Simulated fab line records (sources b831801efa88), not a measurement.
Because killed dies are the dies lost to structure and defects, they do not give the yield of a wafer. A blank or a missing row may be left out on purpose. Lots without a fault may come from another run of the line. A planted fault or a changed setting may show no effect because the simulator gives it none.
Split-lot trial / flow gf180mcu / 23 wafers read across 5 lots, on a route 602 steps long

== THE SPLIT ITSELF ==
At GF_M3_SPUTTER_04 (material TiN, target thk 50 nm, time 41.7 s), the setting power-w was moved away from the recipe's 6500 W on 5 of the 23 wafers read, by -5.8% to +7.8%. For the rest of the wafers, this setting stayed at what the recipe calls for.

Reading taken at the split's own step.

== THE READING ==
TiN_of_M3_SPUTTER_04.thk-nm (the simulator's own value, which no gauge read), in nm, at GF_M3_SPUTTER_04 (material TiN, target thk 50 nm, time 41.7 s). There is no usual value for it anywhere in the file. Here, 18 wafers ran the recipe; their average is 49.75 nm with a standard deviation of 0.33 nm.

wafer=L074.1; tool, chamber at the split=pvd-sputter-01, -; power-w as run, W=6500; against the recipe=recipe; TiN_of_M3_SPUTTER_04.thk-nm, nm=50.11; against lot-mates on the recipe=-
wafer=L074.3; tool, chamber at the split=pvd-sputter-01, -; power-w as run, W=6500; against the recipe=recipe; TiN_of_M3_SPUTTER_04.thk-nm, nm=49.24; against lot-mates on the recipe=-
wafer=L074.4; tool, chamber at the split=pvd-sputter-01, -; power-w as run, W=6500; against the recipe=recipe; TiN_of_M3_SPUTTER_04.thk-nm, nm=49.3; against lot-mates on the recipe=-
wafer=L074.5; tool, chamber at the split=pvd-sputter-01, -; power-w as run, W=6500; against the recipe=recipe; TiN_of_M3_SPUTTER_04.thk-nm, nm=49.73; against lot-mates on the recipe=-
wafer=L074.6; tool, chamber at the split=pvd-sputter-01, -; power-w as run, W=6500; against the recipe=recipe; TiN_of_M3_SPUTTER_04.thk-nm, nm=49.34; against lot-mates on the recipe=-
wafer=L076.1; tool, chamber at the split=pvd-sputter-02, -; power-w as run, W=6500; against the recipe=recipe; TiN_of_M3_SPUTTER_04.thk-nm, nm=49.64; against lot-mates on the recipe=-
wafer=L076.2; tool, chamber at the split=pvd-sputter-02, -; power-w as run, W=6500; against the recipe=recipe; TiN_of_M3_SPUTTER_04.thk-nm, nm=49.62; against lot-mates on the recipe=-
wafer=L076.3; tool, chamber at the split=pvd-sputter-02, -; power-w as run, W=7004; against the recipe=+7.8%; TiN_of_M3_SPUTTER_04.thk-nm, nm=53.54; against lot-mates on the recipe=+3.91
wafer=L076.5; tool, chamber at the split=pvd-sputter-02, -; power-w as run, W=7004; against the recipe=+7.8%; TiN_of_M3_SPUTTER_04.thk-nm, nm=54.23; against lot-mates on the recipe=+4.60
wafer=L076.6; tool, chamber at the split=pvd-sputter-02, -; power-w as run, W=7004; against the recipe=+7.8%; TiN_of_M3_SPUTTER_04.thk-nm, nm=53.32; against lot-mates on the recipe=+3.69
wafer=L078.1; tool, chamber at the split=pvd-sputter-02, -; power-w as run, W=6500; against the recipe=recipe; TiN_of_M3_SPUTTER_04.thk-nm, nm=50.28; against lot-mates on the recipe=-
wafer=L078.2; tool, chamber at the split=pvd-sputter-02, -; power-w as run, W=6500; against the recipe=recipe; TiN_of_M3_SPUTTER_04.thk-nm, nm=50.13; against lot-mates on the recipe=-
wafer=L078.3; tool, chamber at the split=pvd-sputter-02, -; power-w as run, W=6121; against the recipe=-5.8%; TiN_of_M3_SPUTTER_04.thk-nm, nm=46.98; against lot-mates on the recipe=-3.07
wafer=L078.4; tool, chamber at the split=pvd-sputter-02, -; power-w as run, W=6500; against the recipe=recipe; TiN_of_M3_SPUTTER_04.thk-nm, nm=49.74; against lot-mates on the recipe=-
wafer=L078.5; tool, chamber at the split=pvd-sputter-02, -; power-w as run, W=6121; against the recipe=-5.8%; TiN_of_M3_SPUTTER_04.thk-nm, nm=46.76; against lot-mates on the recipe=-3.29
wafer=L079.1; tool, chamber at the split=pvd-sputter-02, -; power-w as run, W=6500; against the recipe=recipe; TiN_of_M3_SPUTTER_04.thk-nm, nm=49.84; against lot-mates on the recipe=-
wafer=L079.4; tool, chamber at the split=pvd-sputter-02, -; power-w as run, W=6500; against the recipe=recipe; TiN_of_M3_SPUTTER_04.thk-nm, nm=49.42; against lot-mates on the recipe=-
wafer=L079.6; tool, chamber at the split=pvd-sputter-02, -; power-w as run, W=6500; against the recipe=recipe; TiN_of_M3_SPUTTER_04.thk-nm, nm=49.73; against lot-mates on the recipe=-
wafer=L085.1; tool, chamber at the split=pvd-sputter-01, -; power-w as run, W=6500; against the recipe=recipe; TiN_of_M3_SPUTTER_04.thk-nm, nm=49.5; against lot-mates on the recipe=-
wafer=L085.2; tool, chamber at the split=pvd-sputter-01, -; power-w as run, W=6500; against the recipe=recipe; TiN_of_M3_SPUTTER_04.thk-nm, nm=49.71; against lot-mates on the recipe=-
wafer=L085.3; tool, chamber at the split=pvd-sputter-01, -; power-w as run, W=6500; against the recipe=recipe; TiN_of_M3_SPUTTER_04.thk-nm, nm=50.5; against lot-mates on the recipe=-
wafer=L085.4; tool, chamber at the split=pvd-sputter-01, -; power-w as run, W=6500; against the recipe=recipe; TiN_of_M3_SPUTTER_04.thk-nm, nm=49.9; against lot-mates on the recipe=-
wafer=L085.6; tool, chamber at the split=pvd-sputter-01, -; power-w as run, W=6500; against the recipe=recipe; TiN_of_M3_SPUTTER_04.thk-nm, nm=49.77; against lot-mates on the recipe=-

THE FIT
A straight line over all 23 wafers: TiN_of_M3_SPUTTER_04.thk-nm changes by +0.504 nm for each +1% of power-w; r = +0.98; the points scatter about the line by 0.34 nm.
The same after taking each lot's own level away (the mean of its wafers on the recipe; 23 wafers): +0.531 nm for each +1%; r = +0.99; scatter 0.3 nm.
That fit puts the effect of the largest move of power-w on the reading at 4.1 nm.
The lots' own levels span 49.544 to 50.050 nm, that is 1.5 times the standard deviation above.
The two slopes agree, so the slope changes little with the lot-to-lot level.
Check: +4.17 nm against its lot-mates is what the line predicts for one of the wafers moved furthest among these (+7.8%) when that wafer is left out of the fit. It came out at +3.91 nm against them.

== THESE WAFERS: OTHER SPLITS ==
Note: prior to the reading, these wafers also went through further splits. Each is held against what the fit with the lots' levels taken away leaves over:
other split on the same wafers=GF_M1_SPUTTER_04 power-w; wafers away from the commonest value=5; r with TiN_of_M3_SPUTTER_04.thk-nm (lot level and that fit taken away)=+0.04
other split on the same wafers=GF_V1_CMP_04 leave-above-ref-nm; wafers away from the commonest value=6; r with TiN_of_M3_SPUTTER_04.thk-nm (lot level and that fit taken away)=+0.17
other split on the same wafers=GF_V1_SOFTBAKE_10 temp-c; wafers away from the commonest value=5; r with TiN_of_M3_SPUTTER_04.thk-nm (lot level and that fit taken away)=+0.22
other split on the same wafers=GF_V2_COAT_09 resist-thk-nm; wafers away from the commonest value=5; r with TiN_of_M3_SPUTTER_04.thk-nm (lot level and that fit taken away)=-0.30
other split on the same wafers=GF_V2_SOFTBAKE_10 temp-c; wafers away from the commonest value=9; r with TiN_of_M3_SPUTTER_04.thk-nm (lot level and that fit taken away)=+0.06
other split on the same wafers=GF_M3_SPUTTER_01 power-w; wafers away from the commonest value=4; r with TiN_of_M3_SPUTTER_04.thk-nm (lot level and that fit taken away)=-0.23

== THE FILE'S OWN FIT ==
TiN_of_M3_SPUTTER_04.thk-nm changes by +0.532 nm for each +1% of power-w, r = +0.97.
